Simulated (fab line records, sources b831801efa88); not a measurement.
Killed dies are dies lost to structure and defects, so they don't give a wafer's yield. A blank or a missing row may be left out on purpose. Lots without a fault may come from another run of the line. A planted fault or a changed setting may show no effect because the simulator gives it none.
Which tool did it? | flow gf180mcu | 13 lots, 39 wafers sampled, at 2 steps of a route of 602

WHAT THE GAUGES READ, wafer by wafer
GF_PSD_TW_MEAS_11. Usual: PSD_TW 3175, standard deviation 34.
lot  | measured     | on            | PSD_TW         | flag
L233 | day 15 11:32 | film_metro-01 | 3217 3209 3208 |
L234 | day 15 13:05 | film_metro-03 | 3162 3186 3177 |
L235 | day 16 03:40 | film_metro-03 | 3173 3175 3182 |
L236 | day 16 04:41 | film_metro-01 | 3211 3212 3210 |
L237 | day 16 17:26 | film_metro-01 | 3212 3200 3204 |
L240 | day 17 09:52 | film_metro-01 | 3199 3196 3196 |
L241 | day 17 20:05 | film_metro-01 | 3195 3201 3202 |
L242 | day 18 04:03 | film_metro-02 | 3111 3103 3102 |
L243 | day 18 10:59 | film_metro-02 | 3125 3116 3111 |
L244 | day 18 20:25 | film_metro-01 | 3240 3218 3245 |
L245 | day 19 07:16 | film_metro-01 | 3202 3202 3224 |
L248 | day 20 06:14 | film_metro-02 | 3163 3144 3149 |
L253 | day 21 19:02 | film_metro-02 | 3148 3152 3157 |

WHICH TOOL RAN EACH LOT (tool, then ch and the chambers of the sampled wafers, then the start)
lot  | GF_HV_LDD_ETCHBACK_58
L233 | rie_diel-01 ch 1,2,3, day 13 17:36
L234 | rie_diel-04 ch 0,1,2, day 13 19:23
L235 | rie_diel-04 ch 0,2,3, day 14 07:01
L236 | rie_diel-03 ch 0,2,3, day 14 08:27
L237 | rie_diel-01 ch 0,1,3, day 14 20:11
L240 | rie_diel-04 ch 1,2,3, day 15 12:45
L241 | rie_diel-01 ch 1,2,3, day 15 21:59
L242 | rie_diel-03 ch 0,2,3, day 16 05:38
L243 | rie_diel-03 ch 0,1, day 16 12:32
L244 | rie_diel-04 ch 1,2,3, day 16 21:12
L245 | rie_diel-01 ch 0,3, day 17 05:56
L248 | rie_diel-01 ch 0,1,2, day 18 05:00
L253 | rie_diel-04 ch 0,1,3, day 19 18:19
- GF_HV_LDD_ETCHBACK_58: etches Si3N4 in CH3F/O2, stops on SiO2, time 100 s, target depth 90 nm.

WHAT THE TOOLS THEMSELVES READ (means of the sampled wafers that have a number; where no wafer has one, the mark that the record gives instead)
GF_HV_LDD_ETCHBACK_58. Usual: bias_w 79.95 W, standard deviation 0.24; drypump_motor_current_A 5.9 A, standard deviation 0.36; oes_product_au 0.841 a.u., standard deviation 0.0073; throttle_valve_pct 10.561 %, standard deviation 0.01.
lot  | tool        | bias_w (W) | drypump_motor_current_A (A) | oes_product_au (a.u.) | throttle_valve_pct (%) | flag
L233 | rie_diel-01 | 80.06      | 5.6                         | 0.840                 | 10.564                 |
L234 | rie_diel-04 | 80.13      | 5.9                         | 0.846                 | 10.555                 |
L235 | rie_diel-04 | 80.22      | 6.0                         | 0.838                 | 10.551                 |
L236 | rie_diel-03 | 79.93      | 5.8                         | 0.841                 | 10.575                 |
L237 | rie_diel-01 | 79.73      | 5.9                         | 0.842                 | 10.559                 |
L240 | rie_diel-04 | 80.06      | 6.0                         | 0.843                 | 10.568                 |
L241 | rie_diel-01 | 80.08      | 5.6                         | 0.841                 | 10.557                 |
L242 | rie_diel-03 | 80.04      | 5.8                         | 0.844                 | 10.561                 |
L243 | rie_diel-03 | 79.99      | 5.4                         | 0.833                 | 10.565                 |
L244 | rie_diel-04 | 80.12      | 5.9                         | 0.837                 | 10.560                 |
L245 | rie_diel-01 | 79.90      | 6.0                         | 0.849                 | 10.567                 |
L248 | rie_diel-01 | 74.21      | 5.6                         | 0.834                 | 10.553                 | OFF
L253 | rie_diel-04 | 80.03      | 6.2                         | 0.834                 | 10.562                 |

THE ANSWER, worked out from the rows above alone
Rule: a lot is off if the mean of its wafers that have a number lies more than 3 standard deviations from the usual mean. A lot without any number at a reading at which 4 lots or more have one is off too. The other lots that the step has rows for count as sound. The gauges are gone through in route order, then the tools' own readings, and for those a lot's mean is taken as printed above. The first step at which some lot is off is used, and at that step the reading that is off furthest; a lot without a number counts as furthest.
Off: L248, at GF_HV_LDD_ETCHBACK_58 (bias_w).
A tool fits if, at that step or a process step before it, it ran every lot that is off, and no sound lot after the first of them. One fits: rie_diel-01 at GF_HV_LDD_ETCHBACK_58. Its last sound lot is L245 (day 17 05:56), its first lot that is off L248 (day 18 05:00): a fault that began between those two fits.
The tool's own readings at GF_HV_LDD_ETCHBACK_58 bear it out: on the lots that are off they differ by more than 5 times the standard deviation of the sound lots' means. bias_w reads 74.21 W there against 80.02 W on the sound lots.

WHAT THE SIMULATOR HAD PUT IN
Process parameter drift: rie_diel-01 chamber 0, from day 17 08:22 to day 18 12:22, at GF_HV_LDD_ETCHBACK_58. Setting bias_w, moved by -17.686, from 80. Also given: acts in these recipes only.
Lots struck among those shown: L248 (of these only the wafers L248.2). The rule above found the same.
